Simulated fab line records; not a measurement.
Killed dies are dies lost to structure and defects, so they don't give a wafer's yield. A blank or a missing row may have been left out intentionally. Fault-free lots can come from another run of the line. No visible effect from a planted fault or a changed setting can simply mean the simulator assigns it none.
fab line records    flow gf180mcu
[record] lots = 5  wafers = 15  last-day = 33
route steps=602 shown TOP_METAL@571 PASSIVATION@587
lots that met no fault: from a run of the same line without faults
start-h: hours from the record's opening day to when the first of the lot's shown wafers began    wait-h: how many hours have passed since the lot's step before this one    " repeats the value in the row above    L1.1+2: a single row standing in for several wafers    - value missing, or start not given    * or withheld: withheld    < > ~ a bound
route shown NAME@n: names a module that has steps shown in the file, with the first one's number in the route    usual: the fault-free wafers' mean and standard deviation    same: alike in all rows    chamber/n: place in a boat    sites: per-site readings    _std_site: their standard deviation    _edge_site: outer sites' mean less inner sites'    radius-mm: how far each site lies from the wafer's centre    mask NAME#n: copy n    behind: the last tool/chamber to shape the wafer    hold: reason for holding the lot/hours on hold/outcome of the hold    device: whichever transistor did not switch (one of n, p or np)    end of line: the same wafers' tests at the end of the route    a step given without rows: its recipe and nothing more    killed: dies that structure and defects cost at the first sort, which is not the same as the wafer's yield    map: a wafer's dies, marking killed ones x, the rest . and places with no die _
set.NAME: the run value of the setting; set.NAME@STEP: its run value at that earlier step    model.NAME: the simulator's own value behind a step, which no gauge read
certain route steps with their lots: each step a table, each wafer a row
services: when a tool's chamber went out of use (start-h, in hours from the record's first day, below 0 if earlier), for how many hours, and the reason
[[steps]]
[step GF_TOP_METAL_SPUTTER_04]
[recipe] material = TiN  target-thk-nm = 25  power-w = 6500  time-s = 21.15  chamber-pressure-pa = 0.4
[usual] throttle-valve-pct = 29.9/1
lot.wafer  tool            chamber  start-h  wait-h  throttle-valve-pct
L075.1     pvd-sputter-02  -        648.32   0.0     28.4
L075.4     "               -        "        "       31.3
L075.5     "               -        "        "       30.3
L076.1     pvd-sputter-01  -        653.92   0.0     29.1
L076.4     "               -        "        "       30.6
L076.6     "               -        "        "       30.6
L079.1     pvd-sputter-01  -        668.77   0.0     31.8
L079.2     "               -        "        "       29.0
L079.4     "               -        "        "       30.9
L092.1     pvd-sputter-03  -        764.91   0.0     28.7
L092.2     "               -        "        "       29.7
L092.4     "               -        "        "       29.8
L093.1     pvd-sputter-01  -        769.21   0.0     30.9
L093.4     "               -        "        "       31.6
L093.5     "               -        "        "       31.3
[step GF_TOP_METAL_RS_MEAS_05]
[recipe] thk-meas-gauge = four-point-probe  reads = TiN_of_TOP_METAL_SPUTTER_04+Ti_of_TOP_METAL_SPUTTER_03+AlCu_of_TOP_METAL_SPUTTER_02+TiN_of_TOP_METAL_SPUTTER_01+Ti_of_TOP_METAL_SPUTTER_00
[usual] TOP_METAL_ALCU_RS = 0.03263/0.0003
lot.wafer  tool           chamber  start-h  wait-h  TOP_METAL_ALCU_RS[ohm/sq]
L075.1     film-metro-03  -        648.35   0.0     0.03293
L075.4     "              -        "        "       0.03334
L075.5     "              -        "        "       0.03285
L076.1     film-metro-01  -        653.95   0.0     0.03214
L076.4     "              -        "        "       0.03272
L076.6     "              -        "        "       0.03254
L079.1     film-metro-03  -        668.80   0.0     0.03303
L079.2     "              -        "        "       0.03246
L079.4     "              -        "        "       0.03312
L092.1     film-metro-04  -        764.94   0.0     0.03275
L092.2     "              -        "        "       0.03282
L092.4     "              -        "        "       0.03253
L093.1     film-metro-01  -        769.23   0.0     0.03287
L093.4     "              -        "        "       0.03282
L093.5     "              -        "        "       0.03288
[step GF_TOP_METAL_THK_MEAS_06]
[recipe] thk-meas-gauge = xrf  reads = AlCu_of_TOP_METAL_SPUTTER_02
[usual] TOP_METAL_ALCU_THK = 899/8.2
lot.wafer  tool           chamber  start-h  wait-h  TOP_METAL_ALCU_THK[nm]
L075.1     film-metro-03  -        648.47   0.1     895
L075.4     "              -        "        "       879
L075.5     "              -        "        "       895
L076.1     film-metro-01  -        654.07   0.1     914
L076.4     "              -        "        "       902
L076.6     "              -        "        "       902
L079.1     film-metro-03  -        668.92   0.1     892
L079.2     "              -        "        "       904
L079.4     "              -        "        "       886
L092.1     film-metro-04  -        765.06   0.1     891
L092.2     "              -        "        "       895
L092.4     "              -        "        "       897
L093.1     film-metro-01  -        769.35   0.1     887
L093.4     "              -        "        "       886
L093.5     "              -        "        "       894
[step GF_TOP_METAL_DEHYDRATE_07]
[recipe] temp-c = 200  time-s = 60
lot.wafer   tool            chamber  start-h  wait-h
L075.1+4+5  litho-track-01  0        657.40   8.9
L076.1+4+6  litho-track-04  0        662.54   8.5
L079.1+2+4  litho-track-01  0        678.50   9.6
L092.1+2+4  litho-track-01  0        772.30   7.2
L093.1+4+5  litho-track-01  0        776.20   6.8
[step GF_TOP_METAL_HMDS_08]
[recipe] prime-time-s = 60  prime-temp-c = 120
lot.wafer   tool            chamber  start-h  wait-h
L075.1+4+5  litho-track-01  0        657.55   0.1
L076.1+4+6  litho-track-04  0        662.69   0.1
L079.1+2+4  litho-track-01  0        678.65   0.1
L092.1+2+4  litho-track-01  0        772.45   0.1
L093.1+4+5  litho-track-01  0        776.35   0.1
[step GF_TOP_METAL_COAT_09]
[recipe] resist = NOVOLAK  spin-rpm = 3000  resist-thk-nm = 1500
lot.wafer   tool            chamber  start-h  wait-h
L075.1+4+5  litho-track-01  0        657.70   0.1
L076.1+4+6  litho-track-04  0        662.84   0.1
L079.1+2+4  litho-track-01  0        678.80   0.1
L092.1+2+4  litho-track-01  0        772.60   0.1
L093.1+4+5  litho-track-01  0        776.50   0.1
[step GF_TOP_METAL_SOFTBAKE_10]
[recipe] temp-c = 90  time-s = 60  resist = NOVOLAK
lot.wafer   tool            chamber  start-h  wait-h
L075.1+4+5  litho-track-01  0        657.85   0.1
L076.1+4+6  litho-track-04  0        662.99   0.1
L079.1+2+4  litho-track-01  0        678.95   0.1
L092.1+2+4  litho-track-01  0        772.75   0.1
L093.1+4+5  litho-track-01  0        776.65   0.1
[step GF_TOP_METAL_EXPOSE_11]
[recipe] mask-id = MetalTop  target-cd-nm = 440  na = 0.6  source-shape = conventional  sigma-outer = 0.6  dose-mj = 170
lot.wafer   tool              chamber  start-h  wait-h  mask
L075.1+4+5  iline-stepper-01  0        -        -       MetalTop#0
L076.1+4+6  iline-stepper-01  0        -        -       MetalTop#0
L079.1+2+4  iline-stepper-02  0        -        -       MetalTop#0
L092.1+2+4  iline-stepper-02  0        -        -       MetalTop#0
L093.1+4+5  iline-stepper-02  0        -        -       MetalTop#0
[step GF_TOP_METAL_PEB_12]
[recipe] temp-c = withheld  time-s = *  resist = NOVOLAK
lot.wafer   tool            chamber  start-h  wait-h
L075.1+4+5  litho-track-04  0        -        -
L076.1+4+6  litho-track-01  0        -        -
L079.1+2+4  litho-track-04  0        -        -
L092.1+2+4  litho-track-02  0        -        -
L093.1+4+5  litho-track-02  0        -        -
[step GF_TOP_METAL_DEVELOP_13]
[recipe] develop-time-s = 60  dev-temp-c = 23
lot.wafer   tool            chamber  start-h  wait-h
L075.1+4+5  litho-track-04  0        666.54   0.1
L076.1+4+6  litho-track-01  0        672.60   0.1
L079.1+2+4  litho-track-04  0        688.24   0.1
L092.1+2+4  litho-track-02  0        780.40   0.1
L093.1+4+5  litho-track-02  0        783.95   0.1
[step GF_TOP_METAL_CD_MEAS_14]
[recipe] target-cd-nm = 440
[usual] cd-nm = 440.3/2.2
lot.wafer  tool       chamber  start-h  wait-h  cd-nm
L075.1     cd-sem-02  -        666.69   0.1     434.1
L075.4     "          -        "        "       439.4
L075.5     "          -        "        "       439.2
L076.1     cd-sem-01  -        672.75   0.1     439.1
L076.4     "          -        "        "       441.7
L076.6     "          -        "        "       440.6
L079.1     cd-sem-02  -        688.39   0.1     442.4
L079.2     "          -        "        "       441.5
L079.4     "          -        "        "       442.2
L092.1     cd-sem-01  -        780.55   0.1     440.3
L092.2     "          -        "        "       440.2
L092.4     "          -        "        "       440.3
L093.1     cd-sem-01  -        784.10   0.1     440.8
L093.4     "          -        "        "       441.2
L093.5     "          -        "        "       441.9
[step GF_TOP_METAL_OVL_MEAS_15]
[usual] TOP_METAL_OVL = 0.5/1.5
lot.wafer  tool        chamber  start-h  wait-h  TOP_METAL_OVL[nm]
L075.1     overlay-01  -        666.81   0.1     3.0
L075.4     "           -        "        "       -0.1
L075.5     "           -        "        "       1.8
L076.1     overlay-01  -        672.87   0.1     -1.2
L076.4     "           -        "        "       1.2
L076.6     "           -        "        "       2.9
L079.1     overlay-02  -        688.51   0.1     -0.5
L079.2     "           -        "        "       -0.2
L079.4     "           -        "        "       -0.8
L092.1     overlay-02  -        780.67   0.1     -0.2
L092.2     "           -        "        "       -2.1
L092.4     "           -        "        "       -0.4
L093.1     overlay-01  -        784.22   0.1     -1.4
L093.4     "           -        "        "       -3.1
L093.5     "           -        "        "       -2.7
[step GF_TOP_METAL_METAL_ETCH_16]
[recipe] chemistry = Cl2/BCl3  mask-material = NOVOLAK  target-depth-nm = 1197  stop-on = SiO2  pressure-mtorr = 8  icp-w = 800  bias-w = 140  Cl2_flow_sccm = 80  bcl3-flow-sccm = 40  time-s = 199.5
[usual] drypump-motor-current-A = 5.6/0.32  mfc-cl2-sccm = 79.99/0.23  oes-product-au = 0.990/0.0054  throttle-valve-pct = 28.229/0.01
lot.wafer  tool          chamber  start-h  wait-h  drypump-motor-current-A  mfc-cl2-sccm  oes-product-au  rf-hours-counter-h  throttle-valve-pct
L075.1     rie-metal-01  0        666.85   0.0     5.6                      80.13         0.986           6                   28.227
L075.4     "             0        "        "       5.7                      80.38         0.986           -                   28.243
L075.5     "             1        "        "       5.3                      80.13         0.996           -                   28.233
L076.1     rie-metal-03  1        672.91   0.0     5.3                      80.14         0.983           3                   28.221
L076.4     "             1        "        "       5.3                      80.11         0.992           -                   28.226
L076.6     "             0        "        "       5.9                      80.20         0.987           -                   28.254
L079.1     rie-metal-01  1        688.55   0.0     5.3                      80.20         0.978           14                  28.230
L079.2     "             0        "        "       5.7                      80.30         0.990           7                   28.238
L079.4     "             1        "        "       5.3                      79.96         0.997           -                   28.227
L092.1     rie-metal-02  1        780.71   0.0     5.2                      79.69         0.998           15                  28.236
L092.2     "             0        "        "       6.0                      80.28         0.993           5                   28.209
L092.4     "             1        "        "       5.2                      79.78         0.993           -                   28.224
L093.1     rie-metal-01  0        784.26   0.0     5.7                      80.01         0.983           13                  28.237
L093.4     "             0        "        "       5.7                      79.86         0.982           -                   28.237
L093.5     "             1        "        "       5.3                      80.48         0.986           -                   28.218
[step GF_TOP_METAL_STRIP_17]
[recipe] chemistry = O2/N2  power-w = 1400  pressure-mtorr = 1500  platen-temp-c = 250  o2-flow-sccm = 3000  n2-flow-sccm = 300  overash-fraction = 0.5
[usual] drypump-motor-current-A = 5.64/0.28  heater-power-w = 356/36  oes-product-au = 0.710/0.0043  platen-temp-c = 249.99/0.17  strip-time-to-endpoint-s = 12.90/0.072
[same] overash-fraction = 0.5
lot.wafer  tool             chamber  start-h  wait-h  drypump-motor-current-A  heater-power-w  oes-product-au  platen-temp-c  rf-hours-counter-h  strip-time-to-endpoint-s
L075.1     plasma-asher-03  1        667.04   0.1     5.59                     370             0.714           249.81         54                  12.98
L075.4     "                0        "        "       5.58                     353             0.708           249.77         -                   12.98
L075.5     "                0        "        "       5.57                     345             0.711           249.67         -                   12.93
L076.1     plasma-asher-02  0        673.10   0.1     5.97                     333             0.710           250.11         27                  13.01
L076.4     "                0        "        "       5.97                     329             0.711           249.98         -                   13.00
L076.6     "                0        "        "       5.97                     342             0.709           249.85         -                   12.98
L079.1     plasma-asher-01  0        688.74   0.1     4.93                     305             0.707           249.85         106                 12.83
L079.2     "                1        "        "       5.42                     316             0.714           250.06         106                 12.93
L079.4     "                0        "        "       4.93                     307             0.712           250.04         -                   12.81
L092.1     plasma-asher-03  0        780.90   0.1     5.59                     341             0.707           250.14         66                  12.93
L092.2     "                1        "        "       5.58                     360             0.702           249.75         66                  12.83
L092.4     "                0        "        "       5.62                     355             0.713           250.08         -                   12.95
L093.1     plasma-asher-02  1        784.45   0.1     5.95                     415             0.709           249.97         39                  12.94
L093.4     "                0        "        "       5.97                     329             0.713           250.28         -                   13.01
L093.5     "                0        "        "       5.98                     338             0.715           250.14         -                   12.88
[step GF_TOP_METAL_STRIP_18]
[recipe] chemistry = post-etch-residue-remover  time-s = 1200  temp-c = 72.5
[usual] bath-guard-temp-C = 72.5/0.35
lot.wafer  tool          chamber  start-h  wait-h  bath-guard-temp-C
L075.1     wet-bench-02  0        667.14   0.1     72.7
L075.4     "             0        "        "       72.0
L075.5     "             0        "        "       72.5
L076.1     wet-bench-04  2        673.20   0.1     72.3
L076.4     "             2        "        "       71.9
L076.6     "             2        "        "       72.4
L079.1     wet-bench-04  1        688.84   0.1     72.2
L079.2     "             1        "        "       72.6
L079.4     "             1        "        "       72.4
L092.1     wet-bench-01  0        781.00   0.1     72.4
L092.2     "             0        "        "       72.8
L092.4     "             0        "        "       72.6
L093.1     wet-bench-04  3        784.55   0.1     72.2
L093.4     "             3        "        "       72.5
L093.5     "             3        "        "       72.3
[step GF_TOP_METAL_CLEAN_19]
[recipe] chemistry = DIW  dry = n2-spin
lot.wafer   tool          chamber  start-h  wait-h
L075.1+4+5  wet-bench-01  1        667.48   0.0
L076.1+4+6  wet-bench-02  0        673.54   0.0
L079.1+2+4  wet-bench-02  2        689.18   0.0
L092.1+2+4  wet-bench-04  3        781.68   0.0
L093.1+4+5  wet-bench-02  1        784.89   0.0
[step GF_PASSIVATION_CVD_00]
[recipe] material = SiO2  target-thk-nm = 1000  precursor = TEOS  temp-c = 400  time-s = 111.95  rf-w = 600
[usual] heater-power-w = 618/66
lot.wafer  tool      chamber  start-h  wait-h  heater-power-w
L075.1     pecvd-04  2        667.57   0.0     536
L075.4     "         2        "        "       567
L075.5     "         1        "        "       551
L076.1     pecvd-03  2        673.63   0.0     683
L076.4     "         1        "        "       517
L076.6     "         0        "        "       650
L079.1     pecvd-04  1        689.27   0.0     645
L079.2     "         2        "        "       507
L079.4     "         2        "        "       554
L092.1     pecvd-03  0        781.78   0.0     573
L092.2     "         1        "        "       591
L092.4     "         1        "        "       628
L093.1     pecvd-02  1        785.00   0.0     702
L093.4     "         0        "        "       598
L093.5     "         2        "        "       661
[step GF_PASSIVATION_THK_MEAS_01]
[recipe] reads = SiO2_of_PASSIVATION_CVD_00
[usual] PASSIVATION_CVD_00_THK = 999/14
lot.wafer  tool           chamber  start-h  wait-h  PASSIVATION_CVD_00_THK[nm]
L075.1     film-metro-02  -        667.65   0.0     1003
L075.4     "              -        "        "       1000
L075.5     "              -        "        "       1024
L076.1     film-metro-01  -        673.71   0.0     978
L076.4     "              -        "        "       993
L076.6     "              -        "        "       1006
L079.1     film-metro-02  -        689.35   0.0     998
L079.2     "              -        "        "       989
L079.4     "              -        "        "       1001
L092.1     film-metro-02  -        781.86   0.0     982
L092.2     "              -        "        "       989
L092.4     "              -        "        "       1002
L093.1     film-metro-04  -        785.08   0.0     994
L093.4     "              -        "        "       1014
L093.5     "              -        "        "       1007
[step GF_PASSIVATION_CVD_02]
[recipe] material = Si3N4  target-thk-nm = 700  time-s = 486.18  temp-c = 400  rf-w = 450
[usual] heater-power-w = 672/71
lot.wafer  tool      chamber  start-h  wait-h  heater-power-w
L075.1     pecvd-03  1        667.71   0.1     597
L075.4     "         0        "        "       697
L075.5     "         2        "        "       666
L076.1     pecvd-04  2        673.77   0.1     520
L076.4     "         2        "        "       560
L076.6     "         0        "        "       688
L079.1     pecvd-03  0        689.41   0.1     715
L079.2     "         2        "        "       659
L079.4     "         1        "        "       571
L092.1     pecvd-02  1        781.92   0.1     828
L092.2     "         0        "        "       648
L092.4     "         0        "        "       673
L093.1     pecvd-04  1        785.14   0.1     752
L093.4     "         1        "        "       606
L093.5     "         0        "        "       758
[step GF_PASSIVATION_THK_MEAS_03]
[recipe] reads = Si3N4_of_PASSIVATION_CVD_02
[usual] PASSIVATION_CVD_02_THK = 702/8.3
lot.wafer  tool           chamber  start-h  wait-h  PASSIVATION_CVD_02_THK[nm]
L075.1     film-metro-02  -        668.00   0.1     683
L075.4     "              -        "        "       697
L075.5     "              -        "        "       697
L076.1     film-metro-04  -        674.06   0.1     707
L076.4     "              -        "        "       720
L076.6     "              -        "        "       709
L079.1     film-metro-01  -        689.70   0.1     683
L079.2     "              -        "        "       700
L079.4     "              -        "        "       709
L092.1     film-metro-01  -        782.21   0.1     695
L092.2     "              -        "        "       685
L092.4     "              -        "        "       705
L093.1     film-metro-02  -        785.42   0.1     704
L093.4     "              -        "        "       715
L093.5     "              -        "        "       699
[step GF_PASSIVATION_DEHYDRATE_04]
[recipe] temp-c = 200  time-s = 60
lot.wafer   tool            chamber  start-h  wait-h
L075.1+4+5  litho-track-03  0        677.79   9.8
L076.1+4+6  litho-track-04  0        682.94   8.9
L079.1+2+4  litho-track-03  0        699.04   9.3
L092.1+2+4  litho-track-03  0        789.44   7.2
L093.1+4+5  litho-track-02  0        792.80   7.4
[step GF_PASSIVATION_HMDS_05]
[recipe] prime-time-s = 60  prime-temp-c = 120
lot.wafer   tool            chamber  start-h  wait-h
L075.1+4+5  litho-track-03  0        677.94   0.1
L076.1+4+6  litho-track-04  0        683.09   0.1
L079.1+2+4  litho-track-03  0        699.19   0.1
L092.1+2+4  litho-track-03  0        789.59   0.1
L093.1+4+5  litho-track-02  0        792.95   0.1
[step GF_PASSIVATION_COAT_06]
[recipe] spin-rpm = 2000  resist-thk-nm = 4000
lot.wafer   tool            chamber  start-h  wait-h
L075.1+4+5  litho-track-03  0        678.09   0.1
L076.1+4+6  litho-track-04  0        683.24   0.1
L079.1+2+4  litho-track-03  0        699.34   0.1
L092.1+2+4  litho-track-03  0        789.74   0.1
L093.1+4+5  litho-track-02  0        793.10   0.1
[step GF_PASSIVATION_SOFTBAKE_07]
[recipe] temp-c = 110  time-s = withheld
lot.wafer   tool            chamber  start-h  wait-h
L075.1+4+5  litho-track-03  0        678.24   0.1
L076.1+4+6  litho-track-04  0        683.39   0.1
L079.1+2+4  litho-track-03  0        699.49   0.1
L092.1+2+4  litho-track-03  0        789.89   0.1
L093.1+4+5  litho-track-02  0        793.25   0.1
[step GF_PASSIVATION_EXPOSE_08]
[recipe] mask-id = Pad  target-cd-nm = 40000  na = 0.57  dose-mj = 310
lot.wafer   tool              chamber  start-h  wait-h  mask
L075.1+4+5  iline-stepper-01  0        -        -       Pad#0
L076.1+4+6  iline-stepper-01  0        -        -       Pad#0
L079.1+2+4  iline-stepper-01  0        -        -       Pad#0
L092.1+2+4  iline-stepper-02  0        -        -       Pad#0
L093.1+4+5  iline-stepper-01  0        -        -       Pad#0
[step GF_PASSIVATION_PEB_09]
[recipe] temp-c = 115  time-s = withheld
lot.wafer   tool            chamber  start-h  wait-h
L075.1+4+5  litho-track-03  0        -        -
L076.1+4+6  litho-track-03  0        -        -
L079.1+2+4  litho-track-03  0        -        -
L092.1+2+4  litho-track-03  0        -        -
L093.1+4+5  litho-track-02  0        -        -
[step GF_PASSIVATION_DEVELOP_10]
[recipe] develop-time-s = 60  dev-temp-c = 23
lot.wafer   tool            chamber  start-h  wait-h
L075.1+4+5  litho-track-03  0        -        -
L076.1+4+6  litho-track-03  0        -        -
L079.1+2+4  litho-track-03  0        -        -
L092.1+2+4  litho-track-03  0        -        -
L093.1+4+5  litho-track-02  0        -        -
[step GF_PASSIVATION_ETCH_11]
[recipe] chemistry = CF4/O2  target-depth-nm = 2040  stop-on = TiN  source-w = 800  bias-w = 150  pressure-mtorr = 150  cf4-flow-sccm = 80  O2_flow_sccm = 10  time-s = 453.3
[usual] drypump-motor-current-A = 5.9/0.45  oes-product-au = 0.990/0.0059  throttle-valve-pct = 5.969/0.0096
lot.wafer  tool         chamber  start-h  wait-h  drypump-motor-current-A  oes-product-au  rf-hours-counter-h  throttle-valve-pct
L075.1     rie-diel-01  1        687.09   -       5.7                      0.996           28                  5.957
L075.4     "            3        "        "       5.7                      0.990           14                  5.976
L075.5     "            1        "        "       5.7                      0.996           -                   5.972
L076.1     rie-diel-01  0        693.54   -       6.1                      0.993           55                  5.981
L076.4     "            1        "        "       5.7                      0.996           29                  5.984
L076.6     "            3        "        "       5.7                      0.996           -                   5.953
L079.1     rie-diel-01  2        707.94   -       5.2                      0.990           4                   5.967
L079.2     "            3        "        "       5.7                      0.992           15                  5.954
L079.4     "            1        "        "       5.7                      0.992           30                  5.982
L092.1     rie-diel-01  0        797.19   -       6.1                      0.980           2                   5.960
L092.2     "            2        "        "       5.2                      0.990           8                   5.972
L092.4     "            3        "        "       5.7                      0.992           19                  5.976
L093.1     rie-diel-01  1        800.50   -       5.7                      0.992           35                  5.976
L093.4     "            0        "        "       6.1                      0.985           3                   5.981
L093.5     "            3        "        "       5.7                      0.985           -                   5.959
[step GF_PASSIVATION_STRIP_12]
[recipe] chemistry = O2/N2  power-w = 1400  pressure-mtorr = 1550  platen-temp-c = 250  o2-flow-sccm = 3000  n2-flow-sccm = 300  overash-fraction = 0.5
[usual] drypump-motor-current-A = 5.7/0.37  heater-power-w = 352/45  oes-product-au = 0.723/0.0046  platen-temp-c = 249.98/0.17  strip-time-to-endpoint-s = 32.69/0.23
[same] overash-fraction = 0.5
lot.wafer  tool             chamber  start-h  wait-h  drypump-motor-current-A  heater-power-w  oes-product-au  platen-temp-c  rf-hours-counter-h  strip-time-to-endpoint-s
L075.1     plasma-asher-01  0        687.36   0.1     5.0                      302             0.726           250.16         106                 32.58
L075.4     "                0        "        "       5.0                      302             0.724           249.92         -                   32.46
L075.5     "                1        "        "       5.4                      315             0.720           250.08         -                   32.34
L076.1     plasma-asher-02  1        693.81   0.1     6.0                      421             0.723           249.86         29                  32.74
L076.4     "                0        "        "       6.0                      338             0.722           250.13         -                   32.58
L076.6     "                0        "        "       6.0                      331             0.724           250.19         -                   32.82
L079.1     plasma-asher-01  0        708.21   0.1     5.0                      294             0.727           249.91         108                 32.40
L079.2     "                1        "        "       5.4                      313             0.721           249.92         108                 32.53
L079.4     "                0        "        "       5.0                      296             0.726           249.70         -                   32.50
L092.1     plasma-asher-04  1        797.46   0.1     5.6                      326             0.726           250.33         97                  32.90
L092.2     "                0        "        "       6.1                      370             0.736           250.18         97                  32.59
L092.4     "                0        "        "       6.1                      359             0.718           250.04         -                   32.77
L093.1     plasma-asher-02  0        800.77   0.1     6.0                      333             0.717           249.82         41                  32.36
L093.4     "                1        "        "       6.0                      416             0.721           249.83         -                   33.09
L093.5     "                1        "        "       6.0                      421             0.725           249.92         -                   32.58
[step GF_PASSIVATION_ANNEAL_13]
[recipe] temp-c = 400  time-s = 1800  ambient = N2/H2  idle-temp-c = 300  ramp-up-c-per-min = 10  ramp-down-c-per-min = 3
[usual] spike-tc-centre-C = 399.6/1  zone-power-centre-pct = 4.94/0.18  zone-power-lower-pct = 4.7/0.66
lot.wafer  tool        chamber  start-h  wait-h  spike-tc-centre-C  zone-power-centre-pct  zone-power-lower-pct
L075.1     furnace-02  0        687.46   0.1     399.5              4.77                   4.0
L075.4     "           0        "        "       400.1              4.67                   4.0
L075.5     "           0        "        "       400.8              4.75                   4.0
L076.1     furnace-01  0        693.91   0.1     399.6              5.00                   5.4
L076.4     "           0        "        "       399.8              5.18                   5.3
L076.6     "           0        "        "       399.9              5.06                   5.2
L079.1     furnace-01  0        708.31   0.1     398.4              5.03                   5.3
L079.2     "           0        "        "       397.4              5.11                   5.2
L079.4     "           0        "        "       399.6              5.13                   5.3
L092.1     furnace-02  0        797.56   0.1     400.7              4.73                   4.0
L092.2     "           0        "        "       399.9              4.80                   4.0
L092.4     "           0        "        "       399.0              4.77                   4.0
L093.1     furnace-01  0        800.87   0.1     398.8              4.99                   5.4
L093.4     "           0        "        "       400.1              5.05                   5.4
L093.5     "           0        "        "       400.8              5.10                   5.3
[step GF_PASSIVATION_BOW_MEAS_14]
[recipe] mode = bow
[usual] PASSIVATION_BOW = 136/12
lot.wafer  tool           chamber  start-h  wait-h  PASSIVATION_BOW[um]
L075.1     film-metro-02  -        688.96   0.0     146
L075.4     "              -        "        "       135
L075.5     "              -        "        "       143
L076.1     film-metro-01  -        695.41   0.0     146
L076.4     "              -        "        "       135
L076.6     "              -        "        "       140
L079.1     film-metro-01  -        709.81   0.0     140
L079.2     "              -        "        "       123
L079.4     "              -        "        "       139
L092.1     film-metro-01  -        799.06   0.0     146
L092.2     "              -        "        "       131
L092.4     "              -        "        "       133
L093.1     film-metro-01  -        802.37   0.0     128
L093.4     "              -        "        "       119
L093.5     "              -        "        "       131
[[services]]
tool              chamber  start-h  hours  kind
rie-diel-01       2        627.12   6.9    repair
plasma-asher-03   -        633.45   2.0    repair
pecvd-03          0        638.83   5.7    repair
rie-diel-01       2        640.13   8.2    repair
iline-stepper-02  -        648.28   4.4    pm
rie-metal-02      -        657.53   14.6   pm
rie-metal-03      -        659.17   0.2    repair
pecvd-02          -        659.81   1.7    repair
furnace-02        -        664.62   4.2    pm
furnace-01        -        675.36   3.8    pm
iline-stepper-01  -        680.65   1.7    pm
furnace-01        -        685.76   3.1    pm
pvd-sputter-01    -        690.27   3.1    repair
rie-diel-01       -        702.45   0.3    repair
pvd-sputter-01    -        712.98   2.2    repair
pecvd-02          -        716.43   2.8    repair
pecvd-04          -        720.69   4.3    repair
pvd-sputter-01    -        722.39   36.2   repair
plasma-asher-01   -        733.75   9.0    pm
rie-diel-01       -        751.09   2.8    pm
iline-stepper-02  -        765.30   4.2    repair
plasma-asher-01   -        775.37   2.8    pm
pvd-sputter-01    -        783.51   6.0    repair
pecvd-02          -        799.38   14.0   pm
[[key]]
fault none
